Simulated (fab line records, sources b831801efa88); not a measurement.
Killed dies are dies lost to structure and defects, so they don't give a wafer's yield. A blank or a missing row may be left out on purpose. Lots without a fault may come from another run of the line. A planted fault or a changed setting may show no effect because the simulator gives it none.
Which tool did it? | flow gf180mcu | 12 lots, 36 wafers sampled, at 1 step of a route of 602

WHAT THE GAUGES READ, wafer by wafer
GF_SALICIDE_RS_MEAS_04: measures by four-point-probe.
lot  | measured     | on            | SALICIDE_TIN_RS (ohm/sq)
L075 | day 15 08:34 | film_metro-01 | 16.5 16.5 16.0
L077 | day 16 03:27 | film_metro-04 | 16.6 16.5 16.3
L079 | day 16 22:49 | film_metro-04 | 17.1 16.9 17.2
L081 | day 17 20:32 | film_metro-03 | 16.8 17.0 17.1
L083 | day 18 12:39 | film_metro-03 | 16.8 16.8 16.7
L085 | day 19 02:07 | film_metro-01 | 16.6 16.8 16.6
L087 | day 20 00:55 | film_metro-01 | 16.2 16.2 15.9
L089 | day 20 15:49 | film_metro-04 | 16.5 16.7 16.5
L091 | day 21 05:34 | film_metro-01 | 16.6 16.6 16.7
L093 | day 22 05:00 | film_metro-01 | 16.6 16.8 16.5
L095 | day 22 15:55 | film_metro-03 | 15.9 16.2 16.2
L097 | day 23 10:40 | film_metro-03 | 16.1 16.1 16.3

WHICH TOOL RAN EACH LOT (tool, then ch and the chambers of the sampled wafers, then the start)
The record holds no process step before these readings.

THE ANSWER, worked out from the rows above alone
Rule: what is usual is taken from the lots themselves. Put in order of their means at a reading, lots are off if they are a third of the lots or fewer, leave a main group of 4 or more, and stand apart from it by a gap of 3 or more times the standard deviation of the main group's means; of several such gaps the widest counts. A main group whose means are all the same, to the digits that the tables above print for the reading, isn't used. A lot without any number at a reading at which 4 lots or more have one is off too. The other lots that the step has rows for count as sound.
No lot is off at any reading shown: from this, nothing can be told.

WHAT THE SIMULATOR HAD PUT IN
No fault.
